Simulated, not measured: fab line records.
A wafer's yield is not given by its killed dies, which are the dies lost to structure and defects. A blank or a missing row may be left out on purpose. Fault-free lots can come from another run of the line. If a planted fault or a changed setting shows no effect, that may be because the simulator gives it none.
Problem report, 8D (eight disciplines) form, completed by code :: flow sky130 :: the parts of the form that need people (team, actions taken, sign-off) are left out

== 1. WHAT WENT WRONG ==
beamEnergyKeV at SKY_LDD_LDN_IMPLANT_10 reads a mean of 14.791 on 6 wafers of 2 lots; wafers without a fault read 14.999 with a standard deviation of 0.0043. That puts it -48 standard deviations away from the usual mean.
First seen on wafer L935.1, day 23 13:55, on implanter-04. The record has a number at this step for 42 wafers belonging to 14 lots. Rule for "out", or "out of limits": more than 4 standard deviations from the usual mean. The rest of the wafers with a number are treated as sound.

== 2. WHAT IT IS, WHAT IT ISN'T ==
question: which readings at this step
is: beamEnergyKeV
is not: -

question: which lots
is: L935, L937
is not: L932, L933, L939, L944, L946, L947, L948, L949, L950, L951, L953, L954

question: which wafers of those lots
is: all that have a number
is not: -

question: read on which tools
is: implanter-04
is not: implanter-02, implanter-03

question: when
is: from day 23 13:55
is not: up to then (6 sound wafers); but 30 sound wafers of L939, L944, L946, L947, L948, L949, L950, L951, L953, L954 came after

== 3. WHAT RULES OUT EACH SUSPECT ==
Counting: a tool at any process step up to the reading remains a suspect when it ran all the lots that are out and ran no sound lot after the first of those.
- implanter-04 at SKY_LDD_LDN_IMPLANT_10: ruled out as a lasting fault. The sound lots L947 went through it after L935, its earliest lot that is out (day 23 13:55).
Left after counting: nothing in the record.

== 4. THE CAUSE (what the simulator had put in) ==
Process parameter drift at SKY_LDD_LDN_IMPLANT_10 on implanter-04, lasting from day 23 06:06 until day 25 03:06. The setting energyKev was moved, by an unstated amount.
Counting ruled it out, wrongly.

== 5. THE EFFECT CHAIN, in route order ==
Rows list readings where the struck wafers' mean (over those with a number) sits beyond 3 standard deviations from the usual. Readings are gone through only where the record gives a usual standard deviation; hours: the median, over the lots, of the time from a lot's start at the first step in this table giving one to that lot's start at this step; sigmas: the change measured in usual standard deviations.
hours: 0
step: SKY_LDD_LDN_IMPLANT_10
reading: beamEnergyKeV
usual: 14.999
on struck wafers: 14.791
change: -0.208
sigmas: -48
The process steps in it:
- SKY_LDD_LDN_IMPLANT_10
Later measuring or inspecting steps at which every struck wafer that the step has a row for has a number for every such reading, and none has moved that far: SKY_POLY_CUT_CD_MEAS_08.

== 6. WHAT WOULD HAVE CAUGHT IT SOONER ==
In this record the first reading out of limits was taken at day 23 13:55, 8 hours after the fault began at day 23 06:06.
